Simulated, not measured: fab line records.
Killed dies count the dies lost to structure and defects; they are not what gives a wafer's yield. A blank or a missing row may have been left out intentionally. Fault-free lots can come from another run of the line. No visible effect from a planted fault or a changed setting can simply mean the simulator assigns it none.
A single fault, viewed from 2 desks + flow gf180mcu + numbers are kept per desk, each desk with only its own; the story behind them comes last

## THE TOOL OWNER'S DESK: cmp-01
The tool's own readings at GF_V3_CMP_04 (polishes SiO2): means of the sampled wafers that have a number, for each lot that ran on this tool. If a lot's mean is further than 4 standard deviations from the usual mean, the lot is out of limits and carries the mark OUT (the distance appears in the brackets).
Columns: A = edge zone pressure frac at GF_V3_CMP_04, usual 1.000; B = motor current A at GF_V3_CMP_04, usual 12.2 A; C = time to endpoint s at GF_V3_CMP_04, usual 79 s
| lot  | first seen here | A     | B    | C  |
|------|-----------------|-------|------|----|
| L197 | day 22 07:50    | 1.001 | 12.9 | 69 |
| L199 | day 22 23:50    | 0.998 | 13.2 | 62 |
| L211 | day 26 22:32    | 1.002 | 13.0 | 80 |
| L210 | day 27 00:05    | 1.002 | 12.5 | 82 |
| L212 | day 27 05:43    | 1.001 | 12.7 | 80 |
| L213 | day 27 12:44    | 1.003 | 12.8 | 81 |
This desk found nothing out of limits on any of the 6 lots.

## FROM THE METROLOGY DESK
Means of the sampled wafers that have a number, per lot and without regard to the tool the lot ran on: this is what the gauges read. If a lot's mean is further than 4 standard deviations from the usual mean, the lot is out of limits and carries the mark OUT (the distance appears in the brackets).
Columns: A = cd nm at GF_M1_CD_MEAS_14, usual 229.7 nm; B = V1_W_THK at GF_V1_THK_MEAS_25, usual 360 nm
| lot  | first seen here | A     | B   |
|------|-----------------|-------|-----|
| L195 | day 16 23:17    | 229.6 | 348 |
| L197 | day 18 00:04    | 228.9 | 356 |
| L199 | day 18 16:34    | 230.5 | 355 |
| L200 | day 18 23:40    | 232.4 | 360 |
| L207 | day 21 19:28    | 228.4 | 362 |
| L209 | day 22 14:22    | 230.1 | 365 |
| L211 | day 23 00:28    | 228.8 | 367 |
| L210 | day 23 02:39    | 228.3 | 359 |
| L212 | day 23 08:59    | 228.4 | 352 |
| L213 | day 23 15:41    | 230.3 | 359 |
| L215 | day 24 10:23    | 231.8 | 363 |
| L218 | day 25 06:43    | 231.0 | 361 |
This desk found nothing out of limits on any of the 12 lots.

## TAKEN TOGETHER
The tool owner's desk saw nothing out of limits.
Metrology desk: nothing out of limits seen.

## WHAT THE SIMULATOR HAD INSERTED
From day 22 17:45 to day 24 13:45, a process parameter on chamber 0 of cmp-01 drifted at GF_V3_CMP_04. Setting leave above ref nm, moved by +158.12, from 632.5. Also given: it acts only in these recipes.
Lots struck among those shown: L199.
